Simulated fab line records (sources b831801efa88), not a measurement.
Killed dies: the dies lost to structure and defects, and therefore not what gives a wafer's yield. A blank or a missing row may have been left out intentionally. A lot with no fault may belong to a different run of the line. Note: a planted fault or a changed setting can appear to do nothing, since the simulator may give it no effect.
fab line records    flow sky130
record lots=12  wafers=36  lastDay=50
route steps=708 shown VIA2@529 CAPM@541 METAL3@560
lots that met no fault: from a run of the same line without faults
startH: start of the lot's first displayed wafer, in hours after the record's first day    waitH: how many hours have passed since the lot's step before this one    " as in the row above    L1.1+2: one row covering several wafers at once    - value missing, or start not given    * or withheld: withheld    < > ~ a bound
route shown NAME@n: NAME is a module with steps in the file, n the number in the route of the first one    usual: average and standard deviation across the fault-free wafers    same: alike in all rows    chamber/n: place in a boat    sites: readings site by site    _std_site: the standard deviation of these    _edge_site: inner sites' mean taken away from outer sites' mean    radiusMm: how far each site lies from the wafer's centre    mask NAME#n: copy n    behind: the most recent tool/chamber to have shaped the wafer    hold: cause of the lot's hold/its duration in hours/its outcome    device: the n, p or np transistor that did not switch    end of line: the same wafers' tests at the end of the route    a step without rows: its recipe alone    killed: dies lost to structure and defects at the first sort, not the wafer's yield    map: shows each die of a wafer: x if killed, . if not, _ if none is there
set.NAME: the setting as run; set.NAME@STEP: as run at that earlier step    model.NAME: the simulator's own value behind a step, which no gauge read
one table for each step of the route and one row for each wafer, over a sample of lots
services: the hour from which a tool's chamber was out of use, counted from the record's first day as startH (under 0 if before that day), plus the number of hours and why
## steps
# step SKY_VIA2_RS_MEAS_22
# recipe thkMeasGauge=four-point-probe  reads=W_of_VIA2_CVD_21+TiN_of_VIA2_SPUTTER_20
# usual VIA2_W_RS=0.2734/0.0026
lot.wafer  tool          chamber  startH   waitH  VIA2_W_RS[ohm/sq]
L397.2     filmMetro-04  -        847.81   0.1    0.2743
L397.3     "             -        "        "      0.2730
L397.6     "             -        "        "      0.2748
L398.3     filmMetro-03  -        856.31   0.1    0.2729
L398.5     "             -        "        "      0.2744
L398.6     "             -        "        "      0.2715
L402.2     filmMetro-04  -        876.08   0.1    0.2747
L402.3     "             -        "        "      0.2762
L402.6     "             -        "        "      0.2763
L405.2     filmMetro-03  -        908.24   0.1    0.2695
L405.3     "             -        "        "      0.2682
L405.5     "             -        "        "      0.2754
L410.1     filmMetro-04  -        942.48   0.1    0.2722
L410.4     "             -        "        "      0.2703
L410.6     "             -        "        "      0.2663
L414.2     filmMetro-04  -        974.85   0.1    0.2734
L414.4     "             -        "        "      0.2699
L414.6     "             -        "        "      0.2700
L415.2     filmMetro-04  -        979.80   0.1    0.2736
L415.4     "             -        "        "      0.2739
L415.6     "             -        "        "      0.2759
L416.1     filmMetro-04  -        988.23   0.1    0.2701
L416.5     "             -        "        "      0.2717
L416.6     "             -        "        "      0.2752
L417.1     filmMetro-04  -        992.03   0.1    0.2752
L417.3     "             -        "        "      0.2776
L417.4     "             -        "        "      0.2739
L418.1     filmMetro-02  -        1001.54  0.1    0.2718
L418.4     "             -        "        "      0.2738
L418.5     "             -        "        "      0.2742
L419.1     filmMetro-04  -        1004.03  0.1    0.2759
L419.3     "             -        "        "      0.2753
L419.4     "             -        "        "      0.2724
L420.2     filmMetro-04  -        1006.83  0.1    0.2741
L420.4     "             -        "        "      0.2678
L420.5     "             -        "        "      0.2743
# step SKY_VIA2_CMP_24
# recipe stopOn=SiO2  tOverpolishS=20  downForcePsi=3.5  platenRpm=60  targetThkNm=0  padVelocityMS=0.94248
# usual motorCurrentA=10.6/0.69  overpolishRunS=20.001/0.0085  slurryFilterDpKPa=13.50/0.15  slurryFlowMlMin=150.0/0.42  timeToEndpointS=102/3.3
lot.wafer  tool    chamber  startH   waitH  motorCurrentA  overpolishRunS  slurryFilterDpKPa  slurryFlowMlMin  timeToEndpointS
L397.3     cmp-01  2        847.97   0.0    12.1           20.005          13.49              150.4            99
L397.2     "       3        "        "      10.6           19.987          13.55              149.8            98
L397.6     "       3        "        "      10.6           19.994          13.33              150.0            99
L398.3     cmp-01  1        856.66   0.2    10.4           20.004          13.58              149.8            105
L398.6     "       3        "        "      10.9           20.002          13.47              149.8            102
L398.5     "       0        "        "      9.8            19.999          13.63              149.6            101
L402.2     cmp-01  0        876.29   0.1    9.6            19.997          13.65              149.7            101
L402.3     "       2        "        "      11.3           20.018          13.53              149.5            95
L402.6     "       3        "        "      10.7           19.996          13.43              149.5            97
L405.3     cmp-02  1        908.40   0.0    11.5           20.008          13.53              149.6            102
L405.2     "       2        "        "      10.3           20.003          13.39              149.7            104
L405.5     "       1        "        "      11.2           20.015          13.50              149.2            104
L410.1     cmp-02  2        942.66   0.1    10.1           20.005          13.46              150.5            104
L410.4     "       3        "        "      10.1           20.005          13.55              150.1            101
L410.6     "       3        "        "      10.0           19.994          13.44              149.8            107
L414.2     cmp-01  3        975.01   0.0    11.0           19.999          13.75              150.0            101
L414.4     "       2        "        "      11.9           19.996          13.49              149.7            104
L414.6     "       3        "        "      10.8           20.002          13.40              150.0            105
L415.4     cmp-02  0        979.96   0.0    10.2           20.009          13.68              150.1            104
L415.2     "       2        "        "      11.3           20.006          13.42              149.2            108
L415.6     "       0        "        "      9.5            19.997          13.59              150.5            105
L416.1     cmp-01  0        988.41   0.1    10.0           20.011          13.56              149.8            101
L416.6     "       0        "        "      9.8            20.001          13.37              150.5            99
L416.5     "       1        "        "      9.8            19.999          13.32              150.1            102
L417.1     cmp-01  0        992.21   0.1    10.0           19.992          13.67              150.3            98
L417.3     "       1        "        "      10.6           19.996          13.43              149.6            96
L417.4     "       2        "        "      11.5           19.990          13.47              149.7            98
L418.1     cmp-02  0        1001.72  0.1    10.2           19.988          13.55              150.1            106
L418.4     "       1        "        "      11.1           19.991          13.25              149.5            109
L418.5     "       0        "        "      10.3           20.006          13.50              150.1            107
L419.3     cmp-02  3        1004.61  0.4    10.0           20.002          13.56              149.7            99
L419.1     "       0        "        "      10.6           20.008          13.33              149.7            103
L419.4     "       2        "        "      10.4           20.009          13.42              150.1            102
L420.4     cmp-02  3        1007.21  0.2    9.9            20.002          13.59              151.0            109
L420.2     "       0        "        "      9.9            19.994          13.33              150.4            105
L420.5     "       2        "        "      10.9           19.996          13.54              149.6            100
# step SKY_CAPM_THK_MEAS_04
# recipe thkMeasGauge=xrf  reads=TiN_of_CAPM_SPUTTER_02
# usual CAPM_TIN_THK=196.2/1.9
lot.wafer  tool          chamber  startH   waitH  CAPM_TIN_THK[nm]
L397.2     filmMetro-03  -        848.77   0.1    194.7
L397.3     "             -        "        "      195.4
L397.6     "             -        "        "      194.4
L398.3     filmMetro-03  -        857.36   0.1    195.0
L398.5     "             -        "        "      195.4
L398.6     "             -        "        "      193.6
L402.2     filmMetro-01  -        877.01   0.1    192.8
L402.3     "             -        "        "      193.0
L402.6     "             -        "        "      194.8
L405.2     filmMetro-01  -        909.18   0.1    198.1
L405.3     "             -        "        "      198.1
L405.5     "             -        "        "      199.6
L410.1     filmMetro-04  -        943.43   0.1    194.6
L410.4     "             -        "        "      194.4
L410.6     "             -        "        "      194.1
L414.2     filmMetro-01  -        975.78   0.1    196.6
L414.4     "             -        "        "      198.1
L414.6     "             -        "        "      196.1
L415.2     filmMetro-04  -        980.73   0.1    198.9
L415.4     "             -        "        "      197.9
L415.6     "             -        "        "      198.2
L416.1     filmMetro-03  -        989.18   0.1    194.6
L416.5     "             -        "        "      194.0
L416.6     "             -        "        "      194.9
L417.1     filmMetro-03  -        992.98   0.1    194.2
L417.3     "             -        "        "      194.1
L417.4     "             -        "        "      194.6
L418.1     filmMetro-04  -        1002.48  0.1    198.6
L418.4     "             -        "        "      198.0
L418.5     "             -        "        "      199.2
L419.1     filmMetro-04  -        1005.38  0.1    203.3
L419.3     "             -        "        "      202.1
L419.4     "             -        "        "      200.6
L420.2     filmMetro-01  -        1007.93  0.1    197.9
L420.4     "             -        "        "      197.5
L420.5     "             -        "        "      198.4
# step SKY_METAL3_EXPOSE_10
# recipe maskId=MM3  na=0.68  sourceShape=annular  sigmaInner=0.4  sigmaOuter=0.8  targetCdNm=300  doseMj=28
# usual exposureDoseMJCm2=27.96/0.034
lot.wafer  tool           chamber  startH   waitH  mask   exposureDoseMJCm2
L397.2     krfScanner-01  0        888.35   -      MM3#0  27.98
L397.3     "              0        "        "      MM3#0  27.92
L397.6     "              0        "        "      MM3#0  27.92
L398.3     krfScanner-01  0        896.44   -      MM3#0  27.98
L398.5     "              0        "        "      MM3#0  28.00
L398.6     "              0        "        "      MM3#0  27.99
L402.2     krfScanner-02  0        915.50   -      MM3#0  28.00
L402.3     "              0        "        "      MM3#0  27.98
L402.6     "              0        "        "      MM3#0  27.97
L405.2     krfScanner-01  0        947.08   -      MM3#0  26.66
L405.3     "              0        "        "      MM3#0  26.68
L405.5     "              0        "        "      MM3#0  26.66
L410.1     krfScanner-02  0        981.40   -      MM3#0  28.02
L410.4     "              0        "        "      MM3#0  28.02
L410.6     "              0        "        "      MM3#0  28.00
L414.2     krfScanner-01  0        1011.67  -      MM3#0  27.92
L414.4     "              0        "        "      MM3#0  27.93
L414.6     "              0        "        "      MM3#0  27.93
L415.2     krfScanner-02  0        1016.48  -      MM3#0  27.98
L415.4     "              0        "        "      MM3#0  28.03
L415.6     "              0        "        "      MM3#0  27.97
L416.1     krfScanner-01  0        1025.58  -      MM3#0  27.89
L416.5     "              0        "        "      MM3#0  27.93
L416.6     "              0        "        "      MM3#0  27.86
L417.1     krfScanner-01  0        1028.28  -      MM3#0  27.92
L417.3     "              0        "        "      MM3#0  27.92
L417.4     "              0        "        "      MM3#0  27.95
L418.1     krfScanner-02  0        1037.61  -      MM3#0  27.95
L418.4     "              0        "        "      MM3#0  27.97
L418.5     "              0        "        "      MM3#0  28.00
L419.1     krfScanner-01  0        1040.16  -      MM3#0  27.96
L419.3     "              0        "        "      MM3#0  27.93
L419.4     "              0        "        "      MM3#0  27.97
L420.2     krfScanner-01  0        1042.20  -      MM3#0  27.96
L420.4     "              0        "        "      MM3#0  27.93
L420.5     "              0        "        "      MM3#0  27.95
# step SKY_METAL3_CD_MEAS_13
# recipe targetCdNm=300
# usual cdNm=300.3/1.3
lot.wafer  tool      chamber  startH   waitH  hold                     cdNm
L397.2     cdSem-02  -        900.75   -      -                        300.3
L397.3     "         -        "        "      -                        301.0
L397.6     "         -        "        "      -                        297.9
L398.3     cdSem-01  -        908.97   -      -                        301.1
L398.5     "         -        "        "      -                        301.1
L398.6     "         -        "        "      -                        300.8
L402.2     cdSem-02  -        927.90   -      -                        298.8
L402.3     "         -        "        "      -                        299.5
L402.6     "         -        "        "      -                        300.0
L405.2     cdSem-01  -        959.47   -      awaitDispo/0.2h/release  289.0
L405.3     "         -        "        "      awaitDispo/0.2h/release  271.1
L405.5     "         -        "        "      awaitDispo/0.2h/release  298.4
L405.2     cdSem-01  -        959.76   0.3    -                        289.3
L405.3     "         -        "        "      -                        271.3
L405.5     "         -        "        "      -                        298.8
L410.1     cdSem-01  -        992.48   -      -                        299.8
L410.4     "         -        "        "      -                        299.3
L410.6     "         -        "        "      -                        299.5
L414.2     cdSem-01  -        1022.72  -      -                        301.2
L414.4     "         -        "        "      -                        301.6
L414.6     "         -        "        "      -                        301.3
L415.2     cdSem-02  -        1027.95  -      -                        304.1
L415.4     "         -        "        "      -                        302.2
L415.6     "         -        "        "      -                        302.6
L416.1     cdSem-01  -        1036.48  -      -                        300.8
L416.5     "         -        "        "      -                        301.5
L416.6     "         -        "        "      -                        300.9
L417.1     cdSem-02  -        1038.73  -      -                        299.3
L417.3     "         -        "        "      -                        298.7
L417.4     "         -        "        "      -                        299.1
L418.1     cdSem-01  -        1048.70  -      -                        300.4
L418.4     "         -        "        "      -                        302.0
L418.5     "         -        "        "      -                        301.9
L419.1     cdSem-01  -        1051.68  -      -                        302.1
L419.3     "         -        "        "      -                        302.2
L419.4     "         -        "        "      -                        302.7
L420.2     cdSem-02  -        1052.92  -      -                        300.7
L420.4     "         -        "        "      -                        300.6
L420.5     "         -        "        "      -                        300.4
## services
tool           chamber  startH   hours  kind
cmp-01         -        838.50   3.7    repair
krfScanner-02  -        848.51   1.0    pm
cmp-02         -        848.53   23.0   pm
krfScanner-02  -        859.34   1.3    pm
krfScanner-01  -        862.29   0.8    pm
krfScanner-02  -        866.92   0.8    pm
cmp-01         -        899.16   3.7    pm
krfScanner-02  -        900.62   7.2    pm
cmp-01         -        912.00   4.0    pm
cmp-02         -        922.67   2.3    repair
krfScanner-01  -        937.06   1.3    pm
cmp-01         -        937.43   5.5    repair
cmp-01         -        954.23   0.6    repair
cmp-02         -        960.55   1.3    repair
cmp-01         -        962.35   5.1    repair
krfScanner-01  -        983.29   1.0    pm
cmp-01         -        995.16   5.8    pm
cmp-02         -        998.95   2.2    repair
cmp-01         -        1002.02  0.8    repair
cmp-01         -        1003.08  4.3    repair
krfScanner-01  -        1014.26  0.8    pm
cmp-01         -        1023.96  0.4    repair
krfScanner-01  -        1030.30  0.6    repair
krfScanner-01  -        1031.09  0.8    pm
## key
firstSign step=SKY_METAL3_EXPOSE_10  reading=exposureDoseMJCm2  direction=down  sigmas=38  usual=*  struck=*
effect step=SKY_METAL3_CD_MEAS_13  reading=visit  direction=added  through=controlLoop
effect step=SKY_METAL3_CD_MEAS_13  reading=cdNm  direction=down  sigmas=11  usual=300.3  struck=286.2  wafersMoved=2  through=controlLoop
metAt SKY_METAL3_EXPOSE_10
struckLots L405
sortLeftOut L405.2,L405.3,L405.5
loopTrim step=SKY_METAL3_EXPOSE_10  setting=dose  lots=L405
notActingAt SKY_VIA2_RS_MEAS_22,SKY_VIA2_CMP_24,SKY_CAPM_THK_MEAS_04
onsetBetween 896.44 947.08
fault kind=processParameterDrift  tool=krfScanner-01  chamber=-  onsetH=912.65  steps=SKY_METAL3_EXPOSE_10  channel=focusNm  offset=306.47  spreadByWafer=0.3  shape=step  endH=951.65
# sortLeftOut: the simulated sort isn't trusted on such a fault, so these wafers' sort isn't shown, and their yield isn't known
# loopTrim: a control loop set the setting to another value than it would have without faults
